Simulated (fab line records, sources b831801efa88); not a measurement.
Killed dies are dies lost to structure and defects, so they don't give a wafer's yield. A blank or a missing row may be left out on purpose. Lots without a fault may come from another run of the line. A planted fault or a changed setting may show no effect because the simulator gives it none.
A struck lot beside a sound one | flow sky130 | 17 steps out of a route of 708
Sound: wafers L686.1, L686.2, L686.3. Struck: wafers L702.2, L702.3, L702.6. The cause comes at the end.
At each step with rows: each side's tool, then ch and its chambers, then its first start. Under that, the readings that differ: sound wafers | struck wafers | difference of the means | sigmas: that difference in standard deviations of wafers without a fault.
alike: readings whose means differ by less than 2 such deviations, and words and numbers that are the same on both sides. not compared: withheld readings, readings that some wafer has no value for, bounds like >300 that may hide the same value, and numbers for which the record gives no deviation and whose values overlap.
The two part at a step that has a row with sigmas, a row that says differs or no value, or rows on one side only. Numbers that don't overlap but have no deviation are shown without sigmas and don't part them. A reading that every wafer of one side lacks parts them only if that side has two wafers or more.

first, 5 steps without rows for these wafers: SKY_SD_N_COAT_02 (resist thk 1159 nm); SKY_SD_N_SOFTBAKE_03 (time 60 s); SKY_SD_N_EXPOSE_04 (exposes mask NSDM, target cd 380 nm); SKY_SD_N_PEB_05; SKY_SD_N_DEVELOP_06 (develop time 60 s).
SKY_SD_N_CD_MEAS_07: target cd 380 nm.
  sound on cd_sem-01, day 30 14:46; struck on cd_sem-01, day 35 19:31
  alike: cd_nm
SKY_SD_N_OVL_MEAS_08:
  sound on overlay-02, day 30 14:53; struck on overlay-01, day 35 19:37
  alike: SD_N_OVL
then, 2 steps without rows for these wafers: SKY_SD_N_IMPLANT_09; SKY_SD_N_IMPLANT_10.
SKY_SD_N_STRIP_11: strips in O2/N2.
  sound on plasma_asher-02 ch 0,1, day 30 15:13; struck on plasma_asher-01 ch 0,1, day 35 19:57
  alike: drypump_motor_current_A, oes_product_au, strip_time_to_endpoint_s
  not compared: rf_hours_counter_h
SKY_SD_N_TW_MEAS_12:
  sound on film_metro-01, day 30 15:19; struck on film_metro-01, day 35 20:04
  reading | sound          | struck         | difference | sigmas
  SD_N_TW | 3977 3961 3962 | 4003 4016 4007 | +42        | +2
then, 1 step without rows for these wafers: SKY_SD_N_CLEAN_13 (cleans in SC1/SC2, time 150 s).
SKY_SD_N_RTA_14: time 2 s.
  sound on rtp_anneal-02 ch 0, day 30 15:26; struck on rtp_anneal-02 ch 0, day 35 20:10
  reading            | sound             | struck            | difference | sigmas
  lamp_power_pct (%) | 15.67 15.79 15.74 | 15.03 14.95 14.98 | -0.75      | -14
  alike: wafer_temp_C_max
SKY_SD_N_RS_MEAS_16: measures by four-point-probe.
  sound on film_metro-02, day 30 15:36; struck on film_metro-01, day 35 20:21
  reading          | sound             | struck            | difference | sigmas
  SD_N_RS (ohm/sq) | 68.76 68.76 68.85 | 71.80 71.83 71.65 | +2.97      | +23
SKY_SD_N_RS_MEAS_17: measures by four-point-probe.
  sound on film_metro-02, day 30 15:43; struck on film_metro-01, day 35 20:28
  reading          | sound             | struck            | difference | sigmas
  SD_P_RS (ohm/sq) | 147.3 147.2 147.3 | 165.9 166.0 165.7 | +18.6      | +50
SKY_SD_N_RS_MEAS_18: measures by four-point-probe.
  sound on film_metro-02, day 30 15:50; struck on film_metro-01, day 35 20:35
  alike: RES_XHIGH_RS
-- the record jumps here: 16 days lie between the struck wafers' starts before and after (it left off in module SD_N and takes up again in module PAD_OPEN, whose first step shown is number 708 of the route) --
SKY_PAD_OPEN_PROBE_99:
  sound on prober-02, day 48 21:17; struck on prober-02, day 52 06:40
  reading                                | sound             | struck            | difference | sigmas
  model.etest.res_xhigh_po.line_ohm_um   | 5808 5486 5397    | 6239 6384 6545    | +826       |
  model.etest.res_xhigh_po.rs_ohm_sq     | 1997 1932 1908    | 2182 2266 2255    | +289       |
  model.etest.pfet_01v8.r_on_ohm_um      | 2915 2930 2931    | 3206 3213 3213    | +285       |
  model.etest.tip_p.rs_ohm_sq            | 6877 6917 6855    | 7094 7092 7039    | +192       |
  model.etest.res_pdiff.line_ohm_um      | 1399 1387 1351    | 1603 1569 1608    | +214       |
  model.etest.res_high_po.line_ohm_um    | 773.5 748.9 734.7 | 840.2 867.3 866.1 | +105.5     |
  model.etest.pfet_g5v0d10v5.r_on_ohm_um | 4653 4672 4750    | 4939 4939 4940    | +248       |
  model.etest.licon_high_po.rc_ohm       | 360.2 357.7 354.3 | 433.6 457.7 457.9 | +92.3      |
  alike: killed_at_M0_to_M3, killed_at_M4_up, killed_at_contacts, killed_at_front_end, killed_at_other, killed_dies, killed_open, killed_short

WHERE THEY PART
First at SKY_SD_N_TW_MEAS_12; last, within this record, at SKY_SD_N_RS_MEAS_17. Later steps at which nothing parts them and some readings are alike: SKY_SD_N_RS_MEAS_18, SKY_PAD_OPEN_PROBE_99.

WHY: what the simulator had put in
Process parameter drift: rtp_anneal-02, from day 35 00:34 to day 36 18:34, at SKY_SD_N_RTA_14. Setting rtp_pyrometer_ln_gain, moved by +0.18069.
